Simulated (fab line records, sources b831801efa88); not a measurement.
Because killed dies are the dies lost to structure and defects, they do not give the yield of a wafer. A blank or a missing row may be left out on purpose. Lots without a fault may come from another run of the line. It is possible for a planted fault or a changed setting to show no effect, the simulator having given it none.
Which tool is to blame? -- flow gf180mcu -- Sampling: 15 lots, 45 wafers, 4 of 602 route steps

WHAT THE GAUGES READ, wafer by wafer
GF_POLY_GATE_CD_MEAS_18. Usual: 281.2 nm for cd-nm, sd 1.7.
lot,measured,on,cd-nm (nm),flag
L484,day 9 06:40,cd-sem-01,279.6 282.8 279.2,
L485,day 9 14:37,cd-sem-02,278.9 281.2 281.9,
L486,day 9 22:57,cd-sem-01,280.8 283.9 280.0,
L487,day 10 05:08,cd-sem-02,279.6 277.7 282.2,
L488,day 10 11:35,cd-sem-02,281.5 281.3 281.9,
L490,day 11 06:10,cd-sem-01,278.5 280.9 280.7,
L491,day 11 18:22,cd-sem-01,279.7 282.5 281.3,
L495,day 12 12:25,cd-sem-02,282.4 282.7 280.9,
L496,day 12 20:01,cd-sem-01,282.6 280.7 282.6,
L497,day 13 07:09,cd-sem-01,282.0 281.7 280.7,
L502,day 14 15:04,cd-sem-01,280.4 279.4 282.1,
L504,day 15 15:55,cd-sem-01,280.7 283.6 280.5,
L505,day 15 15:54,cd-sem-02,282.3 280.3 280.4,
L506,day 16 00:07,cd-sem-02,279.0 280.3 279.4,
L507,day 16 07:16,cd-sem-02,281.2 280.9 280.3,

GF_HV_LDD_TW_MEAS_38. Usual: for HV_LDD_3_TW the level is 1440 and the standard deviation is 10.
lot,measured,on,HV_LDD_3_TW,flag
L484,day 11 14:20,film-metro-03,1448 1451 1449,
L485,day 11 23:01,film-metro-01,1422 1423 1423,
L486,day 12 07:54,film-metro-01,1434 1428 1433,
L487,day 12 14:00,film-metro-01,1435 1440 1431,
L488,day 12 21:11,film-metro-01,1432 1428 1428,
L490,day 13 18:09,film-metro-03,1453 1442 1451,
L491,day 14 08:01,film-metro-01,1426 1428 1425,
L495,day 15 03:56,film-metro-03,1453 1454 1455,
L496,day 15 11:32,film-metro-01,1426 1424 1423,
L497,day 15 23:44,film-metro-03,1453 1451 1452,
L502,day 17 09:50,film-metro-03,1449 1451 1452,
L504,day 18 12:17,film-metro-03,1452 1447 1440,
L505,day 18 12:34,film-metro-01,1436 1437 1434,
L506,day 18 22:36,film-metro-01,1437 1440 1441,
L507,day 19 05:19,film-metro-01,1448 1441 1442,

EACH LOT AND THE TOOL THAT RAN IT (in order: tool; ch and the chambers of the sampled wafers; start)
lot,GF_POLY_GATE_STRIP_14,GF_HV_LDD_HMDS_13
L484,"plasma-asher-01 ch 0,1, day 9 05:08","litho-track-01 ch 0, day 10 09:05"
L485,"plasma-asher-03 ch 0,1, day 9 12:26","litho-track-03 ch 0, day 10 17:20"
L486,"plasma-asher-03 ch 0,1, day 9 21:29","litho-track-03 ch 0, day 11 01:47"
L487,"plasma-asher-01 ch 0,1, day 10 03:41","litho-track-02 ch 0, day 11 08:07"
L488,"plasma-asher-02 ch 0,1, day 10 10:05","litho-track-02 ch 0, day 11 14:29"
L490,"plasma-asher-03 ch 0,1, day 11 04:41","litho-track-01 ch 0, day 12 10:44"
L491,"plasma-asher-02 ch 0,1, day 11 16:53","litho-track-02 ch 0, day 12 23:11"
L495,"plasma-asher-02 ch 0,1, day 12 10:56","litho-track-01 ch 0, day 13 18:43"
L496,"plasma-asher-01 ch 1, day 12 18:32","litho-track-01 ch 0, day 14 02:13"
L497,"plasma-asher-02 ch 0,1, day 13 04:32","litho-track-01 ch 0, day 14 14:26"
L502,"plasma-asher-01 ch 0,1, day 14 12:11","litho-track-03 ch 0, day 15 23:03"
L504,"plasma-asher-03 ch 1, day 15 11:38","litho-track-02 ch 0, day 17 00:17"
L505,"plasma-asher-02 ch 0,1, day 15 14:11","litho-track-01 ch 0, day 17 00:53"
L506,"plasma-asher-01 ch 0,1, day 15 18:34","litho-track-03 ch 0, day 17 09:40"
L507,"plasma-asher-03 ch 0,1, day 16 04:20","litho-track-03 ch 0, day 17 16:24"
- GF_POLY_GATE_STRIP_14: strips in O2/N2.
- GF_HV_LDD_HMDS_13: prime time 60 s.

AS READ BY THE TOOLS THEMSELVES (means over the sampled wafers that have a number; for cases with no such wafer, the mark the record gives instead)
GF_POLY_GATE_STRIP_14. Usual: drypump-motor-current-A 5.7 A, standard deviation 0.52; heater-power-w 346 W, standard deviation 26; o2-flow-sccm 3000 sccm, standard deviation 9.1; oes-product-au 0.505 a.u., standard deviation 0.0044.
lot,tool,drypump-motor-current-A (A),heater-power-w (W),o2-flow-sccm (sccm),oes-product-au (a.u.),flag
L484,plasma-asher-01,6.1,362,3000,0.502,
L485,plasma-asher-03,5.6,341,3000,0.506,
L486,plasma-asher-03,5.5,317,2988,0.503,
L487,plasma-asher-01,6.1,362,2998,0.510,
L488,plasma-asher-02,5.4,335,2993,0.505,
L490,plasma-asher-03,5.6,316,3006,0.502,
L491,plasma-asher-02,5.3,341,3003,0.510,
L495,plasma-asher-02,5.4,341,2997,0.504,
L496,plasma-asher-01,5.2,355,2998,0.508,
L497,plasma-asher-02,5.4,333,2997,0.506,
L502,plasma-asher-01,6.1,364,3009,0.509,
L504,plasma-asher-03,5.6,292,3001,0.506,
L505,plasma-asher-02,5.4,333,3002,0.502,
L506,plasma-asher-01,6.1,364,2995,0.506,
L507,plasma-asher-03,5.5,317,2994,0.504,

GF_HV_LDD_HMDS_13. Usual: 120.01 C for prime-temp-c, sd 0.15.
lot,tool,prime-temp-c (C),flag
L484,litho-track-01,120.18,
L485,litho-track-03,119.88,
L486,litho-track-03,120.21,
L487,litho-track-02,119.71,
L488,litho-track-02,120.15,
L490,litho-track-01,120.04,
L491,litho-track-02,120.06,
L495,litho-track-01,123.91,OFF
L496,litho-track-01,123.62,OFF
L497,litho-track-01,123.67,OFF
L502,litho-track-03,120.08,
L504,litho-track-02,119.94,
L505,litho-track-01,119.91,
L506,litho-track-03,120.08,
L507,litho-track-03,119.87,

THE ANSWER, worked out from the rows above alone
Rule: a lot is off if the mean of its wafers that have a number lies more than 3 standard deviations from the usual mean. Also off: a lot with no number at a reading for which 4 or more lots have one. Any other lot the step has rows for is counted as sound. The gauges are gone through in route order, then the tools' own readings, and for those a lot's mean is taken as printed above. At the first step where some lot is off, the reading lying furthest off is the one used; lots without a number count as furthest.
Off, at GF_HV_LDD_HMDS_13 on prime-temp-c: L495, L496, L497.
A tool fits if, at that step or a process step before it, it ran every lot that is off, and no sound lot after the first of them. Of those tried, none fits.

WHAT THE SIMULATOR HAD INSERTED
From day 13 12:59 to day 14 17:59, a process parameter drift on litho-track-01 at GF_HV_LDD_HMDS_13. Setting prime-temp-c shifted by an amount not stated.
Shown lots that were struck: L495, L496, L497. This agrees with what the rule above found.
